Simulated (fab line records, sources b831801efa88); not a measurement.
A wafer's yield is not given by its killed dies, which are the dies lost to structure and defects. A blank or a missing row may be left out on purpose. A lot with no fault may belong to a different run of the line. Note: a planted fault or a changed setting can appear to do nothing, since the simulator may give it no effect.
Which of the tools did it? :: flow gf180mcu :: 11 lots with 33 wafers sampled at 7 steps, on a route of 602 steps

WHAT EACH GAUGE READ, for each wafer
GF_V1_THK_MEAS_01.
lot: L379
measured: day 17 15:15
on: film_metro-04
V1_CVD_00_THK (nm): 621 617 632

lot: L381
measured: day 18 06:29
on: film_metro-03
V1_CVD_00_THK (nm): 627 620 615

lot: L383
measured: day 18 19:08
on: film_metro-04
V1_CVD_00_THK (nm): 634 644 639

lot: L384
measured: day 19 00:29
on: film_metro-01
V1_CVD_00_THK (nm): 607 616 617

lot: L388
measured: day 20 15:20
on: film_metro-01
V1_CVD_00_THK (nm): 609 621 614

lot: L390
measured: day 21 09:39
on: film_metro-03
V1_CVD_00_THK (nm): 615 614 618

lot: L395
measured: day 23 02:14
on: film_metro-01
V1_CVD_00_THK (nm): 629 634 627

lot: L396
measured: day 23 11:46
on: film_metro-01
V1_CVD_00_THK (nm): 621 627 612

lot: L397
measured: day 23 16:02
on: film_metro-01
V1_CVD_00_THK (nm): 627 636 620

lot: L398
measured: day 24 04:19
on: film_metro-04
V1_CVD_00_THK (nm): 613 619 624

lot: L402
measured: day 25 04:36
on: film_metro-04
V1_CVD_00_THK (nm): 615 626 617

GF_V1_RS_MEAS_24: measures by four-point-probe.
lot: L379
measured: day 18 16:11
on: film_metro-04
V1_W_RS (ohm/sq): 0.322 0.332 0.320

lot: L381
measured: day 19 08:14
on: film_metro-03
V1_W_RS (ohm/sq): 0.317 0.327 0.325

lot: L383
measured: day 19 21:51
on: film_metro-04
V1_W_RS (ohm/sq): 0.333 0.322 0.334

lot: L384
measured: day 20 02:40
on: film_metro-01
V1_W_RS (ohm/sq): 0.325 0.335 0.333

lot: L388
measured: day 21 16:04
on: film_metro-03
V1_W_RS (ohm/sq): 0.335 0.337 0.335

lot: L390
measured: day 22 10:56
on: film_metro-04
V1_W_RS (ohm/sq): 0.322 0.337 0.333

lot: L395
measured: day 24 02:07
on: film_metro-03
V1_W_RS (ohm/sq): 0.214 0.221 0.221

lot: L396
measured: day 24 10:55
on: film_metro-03
V1_W_RS (ohm/sq): 0.338 0.337 0.322

lot: L397
measured: day 24 15:25
on: film_metro-03
V1_W_RS (ohm/sq): 0.220 0.221 0.215

lot: L398
measured: day 25 03:04
on: film_metro-04
V1_W_RS (ohm/sq): 0.319 0.320 0.318

lot: L402
measured: day 26 03:03
on: film_metro-01
V1_W_RS (ohm/sq): 0.323 0.326 0.334

GF_V1_THK_MEAS_25: measures by xrf.
lot: L379
measured: day 18 16:17
on: film_metro-04
V1_W_THK (nm): 373 359 373

lot: L381
measured: day 19 08:20
on: film_metro-03
V1_W_THK (nm): 370 361 365

lot: L383
measured: day 19 21:58
on: film_metro-04
V1_W_THK (nm): 354 362 349

lot: L384
measured: day 20 02:47
on: film_metro-01
V1_W_THK (nm): 360 350 350

lot: L388
measured: day 21 16:10
on: film_metro-03
V1_W_THK (nm): 353 348 350

lot: L390
measured: day 22 11:03
on: film_metro-04
V1_W_THK (nm): 364 350 354

lot: L395
measured: day 24 02:14
on: film_metro-03
V1_W_THK (nm): 556 543 541

lot: L396
measured: day 24 11:00
on: film_metro-03
V1_W_THK (nm): 350 351 366

lot: L397
measured: day 24 15:32
on: film_metro-03
V1_W_THK (nm): 547 542 562

lot: L398
measured: day 25 03:11
on: film_metro-04
V1_W_THK (nm): 372 369 372

lot: L402
measured: day 26 03:10
on: film_metro-01
V1_W_THK (nm): 366 363 354

GF_M2_RS_MEAS_05: measures by four-point-probe.
lot: L379
measured: day 18 16:53
on: film_metro-02
M2_ALCU_RS (ohm/sq): 0.0687 0.0686 0.0687

lot: L381
measured: day 19 09:00
on: film_metro-03
M2_ALCU_RS (ohm/sq): 0.0694 0.0705 0.0696

lot: L383
measured: day 19 22:33
on: film_metro-03
M2_ALCU_RS (ohm/sq): 0.0688 0.0683 0.0690

lot: L384
measured: day 20 03:22
on: film_metro-04
M2_ALCU_RS (ohm/sq): 0.0711 0.0696 0.0702

lot: L388
measured: day 21 16:46
on: film_metro-04
M2_ALCU_RS (ohm/sq): 0.0692 0.0698 0.0695

lot: L390
measured: day 22 11:38
on: film_metro-04
M2_ALCU_RS (ohm/sq): 0.0696 0.0688 0.0693

lot: L395
measured: day 24 02:49
on: film_metro-02
M2_ALCU_RS (ohm/sq): 0.0698 0.0694 0.0688

lot: L396
measured: day 24 11:37
on: film_metro-03
M2_ALCU_RS (ohm/sq): 0.0690 0.0695 0.0696

lot: L397
measured: day 24 16:07
on: film_metro-02
M2_ALCU_RS (ohm/sq): 0.0686 0.0684 0.0687

lot: L398
measured: day 25 03:46
on: film_metro-04
M2_ALCU_RS (ohm/sq): 0.0690 0.0698 0.0687

lot: L402
measured: day 26 03:45
on: film_metro-02
M2_ALCU_RS (ohm/sq): 0.0702 0.0697 0.0704

WHICH TOOL RAN EACH LOT (tool, then ch and the chambers of the sampled wafers, then the start)
lot: L379
GF_V1_CVD_23: cvd_w-02 ch 0,1, day 18 16:02
GF_V1_CMP_26: cmp-01 ch 0,1, day 18 16:20
GF_M2_SPUTTER_04: pvd_sputter-01, day 18 16:49

lot: L381
GF_V1_CVD_23: cvd_w-01 ch 0,1, day 19 08:06
GF_V1_CMP_26: cmp-01 ch 1,2,3, day 19 08:31
GF_M2_SPUTTER_04: pvd_sputter-04, day 19 08:56

lot: L383
GF_V1_CVD_23: cvd_w-02 ch 0,1, day 19 21:44
GF_V1_CMP_26: cmp-01 ch 0,1,2, day 19 22:05
GF_M2_SPUTTER_04: pvd_sputter-01, day 19 22:31

lot: L384
GF_V1_CVD_23: cvd_w-02 ch 0,1, day 20 02:33
GF_V1_CMP_26: cmp-01 ch 0,1, day 20 02:50
GF_M2_SPUTTER_04: pvd_sputter-03, day 20 03:19

lot: L388
GF_V1_CVD_23: cvd_w-02 ch 0, day 21 15:56
GF_V1_CMP_26: cmp-01 ch 0,1,2, day 21 16:13
GF_M2_SPUTTER_04: pvd_sputter-03, day 21 16:42

lot: L390
GF_V1_CVD_23: cvd_w-01 ch 0,1, day 22 10:49
GF_V1_CMP_26: cmp-02 ch 0,3, day 22 11:09
GF_M2_SPUTTER_04: pvd_sputter-03, day 22 11:35

lot: L395
GF_V1_CVD_23: cvd_w-02 ch 0,1, day 24 01:59
GF_V1_CMP_26: cmp-02 ch 0,2,3, day 24 02:20
GF_M2_SPUTTER_04: pvd_sputter-04, day 24 02:46

lot: L396
GF_V1_CVD_23: cvd_w-01 ch 0,1, day 24 10:46
GF_V1_CMP_26: cmp-01 ch 0,1, day 24 11:02
GF_M2_SPUTTER_04: pvd_sputter-03, day 24 11:31

lot: L397
GF_V1_CVD_23: cvd_w-02 ch 0,1, day 24 15:17
GF_V1_CMP_26: cmp-02 ch 1,2,3, day 24 15:38
GF_M2_SPUTTER_04: pvd_sputter-04, day 24 16:04

lot: L398
GF_V1_CVD_23: cvd_w-01 ch 0, day 25 02:56
GF_V1_CMP_26: cmp-01 ch 0,1,2, day 25 03:14
GF_M2_SPUTTER_04: pvd_sputter-04, day 25 03:43

lot: L402
GF_V1_CVD_23: cvd_w-01 ch 0,1, day 26 02:55
GF_V1_CMP_26: cmp-01 ch 0,1,2, day 26 03:16
GF_M2_SPUTTER_04: pvd_sputter-01, day 26 03:41
- GF_V1_CVD_23: deposits W, target thk 350 nm, time 105.05 s.
- GF_V1_CMP_26: polishes, stops on SiO2, t overpolish 15 s, target thk 0 nm.
- GF_M2_SPUTTER_04: material TiN, target thk 50 nm, time 41.7 s.

AS READ BY THE TOOLS THEMSELVES (means over the sampled wafers that have a number; for cases with no such wafer, the mark the record gives instead)
GF_V1_CVD_23.
lot: L379
tool: cvd_w-02
heater_power_w (W): 846

lot: L381
tool: cvd_w-01
heater_power_w (W): 824

lot: L383
tool: cvd_w-02
heater_power_w (W): 843

lot: L384
tool: cvd_w-02
heater_power_w (W): 854

lot: L388
tool: cvd_w-02
heater_power_w (W): 884

lot: L390
tool: cvd_w-01
heater_power_w (W): 816

lot: L395
tool: cvd_w-02
heater_power_w (W): 860

lot: L396
tool: cvd_w-01
heater_power_w (W): 828

lot: L397
tool: cvd_w-02
heater_power_w (W): 873

lot: L398
tool: cvd_w-01
heater_power_w (W): 840

lot: L402
tool: cvd_w-01
heater_power_w (W): 833

GF_V1_CMP_26.
lot: L379
tool: cmp-01
motor_current_A (A): 11.2
platen_rpm (rpm): 59.96
retaining_ring_pressure_frac: 1.001
slurry_filter_dp_kPa (kPa): 13.49
time_to_endpoint_s (s): 84

lot: L381
tool: cmp-01
motor_current_A (A): 10.5
platen_rpm (rpm): 60.03
retaining_ring_pressure_frac: 1.001
slurry_filter_dp_kPa (kPa): 13.54
time_to_endpoint_s (s): 84

lot: L383
tool: cmp-01
motor_current_A (A): 10.4
platen_rpm (rpm): 59.98
retaining_ring_pressure_frac: 1.003
slurry_filter_dp_kPa (kPa): 13.59
time_to_endpoint_s (s): 82

lot: L384
tool: cmp-01
motor_current_A (A): 11.5
platen_rpm (rpm): 59.95
retaining_ring_pressure_frac: 0.997
slurry_filter_dp_kPa (kPa): 13.62
time_to_endpoint_s (s): 81

lot: L388
tool: cmp-01
motor_current_A (A): 10.8
platen_rpm (rpm): 60.00
retaining_ring_pressure_frac: 0.996
slurry_filter_dp_kPa (kPa): 13.43
time_to_endpoint_s (s): 81

lot: L390
tool: cmp-02
motor_current_A (A): 10.8
platen_rpm (rpm): 60.00
retaining_ring_pressure_frac: 0.995
slurry_filter_dp_kPa (kPa): 13.35
time_to_endpoint_s (s): 89

lot: L395
tool: cmp-02
motor_current_A (A): 11.1
platen_rpm (rpm): 60.02
retaining_ring_pressure_frac: 1.004
slurry_filter_dp_kPa (kPa): 13.71
time_to_endpoint_s (s): 130

lot: L396
tool: cmp-01
motor_current_A (A): 11.5
platen_rpm (rpm): 59.96
retaining_ring_pressure_frac: 1.005
slurry_filter_dp_kPa (kPa): 13.47
time_to_endpoint_s (s): 84

lot: L397
tool: cmp-02
motor_current_A (A): 11.8
platen_rpm (rpm): 60.02
retaining_ring_pressure_frac: 1.001
slurry_filter_dp_kPa (kPa): 13.53
time_to_endpoint_s (s): 131

lot: L398
tool: cmp-01
motor_current_A (A): 10.6
platen_rpm (rpm): 60.04
retaining_ring_pressure_frac: 1.001
slurry_filter_dp_kPa (kPa): 13.47
time_to_endpoint_s (s): 87

lot: L402
tool: cmp-01
motor_current_A (A): 10.7
platen_rpm (rpm): 60.00
retaining_ring_pressure_frac: 0.998
slurry_filter_dp_kPa (kPa): 13.52
time_to_endpoint_s (s): 82

GF_M2_SPUTTER_04.
lot: L379
tool: pvd_sputter-01
chamber_pressure_pa (Pa): 0.4000
throttle_valve_pct (%): 29.9

lot: L381
tool: pvd_sputter-04
chamber_pressure_pa (Pa): 0.3999
throttle_valve_pct (%): 28.3

lot: L383
tool: pvd_sputter-01
chamber_pressure_pa (Pa): 0.4003
throttle_valve_pct (%): 30.5

lot: L384
tool: pvd_sputter-03
chamber_pressure_pa (Pa): 0.4001
throttle_valve_pct (%): 29.4

lot: L388
tool: pvd_sputter-03
chamber_pressure_pa (Pa): 0.3995
throttle_valve_pct (%): 30.1

lot: L390
tool: pvd_sputter-03
chamber_pressure_pa (Pa): 0.3998
throttle_valve_pct (%): 30.1

lot: L395
tool: pvd_sputter-04
chamber_pressure_pa (Pa): 0.4001
throttle_valve_pct (%): 29.6

lot: L396
tool: pvd_sputter-03
chamber_pressure_pa (Pa): 0.3999
throttle_valve_pct (%): 29.7

lot: L397
tool: pvd_sputter-04
chamber_pressure_pa (Pa): 0.3997
throttle_valve_pct (%): 30.6

lot: L398
tool: pvd_sputter-04
chamber_pressure_pa (Pa): 0.3998
throttle_valve_pct (%): 29.7

lot: L402
tool: pvd_sputter-01
chamber_pressure_pa (Pa): 0.3996
throttle_valve_pct (%): 30.2

THE ANSWER, worked out from the rows above alone
Rule: usual is defined by the lots themselves. Put in order of their means at a reading, lots are off if they are a third of the lots or fewer, leave a main group of 4 or more, and stand apart from it by a gap of 3 or more times the standard deviation of the main group's means; of several such gaps the widest counts. A main group whose means are all the same, to the digits that the tables above print for the reading, isn't used. Also off: a lot with no number at a reading for which 4 or more lots have one. Where the step has rows for the other lots, those lots are counted as sound. The gauges are gone through in route order, then the tools' own readings, and for those a lot's mean is taken as printed above. The first step at which some lot is off is used, and at that step the reading that is off furthest; a lot without a number counts as furthest.
Off: L395, L397, seen at GF_V1_RS_MEAS_24 (V1_W_RS). The main group: mean 0.328 ohm/sq, standard deviation 0.0049.
A tool fits if, at a process step before that reading, it ran every lot that is off, and no sound lot after the first of them. The gauges at GF_V1_RS_MEAS_24 aren't tried: what is off there is off at GF_V1_CMP_26 too, on other tools, and a gauge's error can't cause that. One fits: cvd_w-02 at GF_V1_CVD_23. Its last sound lot is L388 (day 21 15:56), its first lot that is off L395 (day 24 01:59): a fault that began between those two fits.

WHAT WAS PUT IN BY THE SIMULATOR
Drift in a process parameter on cvd_w-02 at GF_V1_CVD_23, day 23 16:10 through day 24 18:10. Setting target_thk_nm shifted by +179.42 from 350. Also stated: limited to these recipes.
Shown lots that were struck: L395, L397. The rule given above showed the same thing.
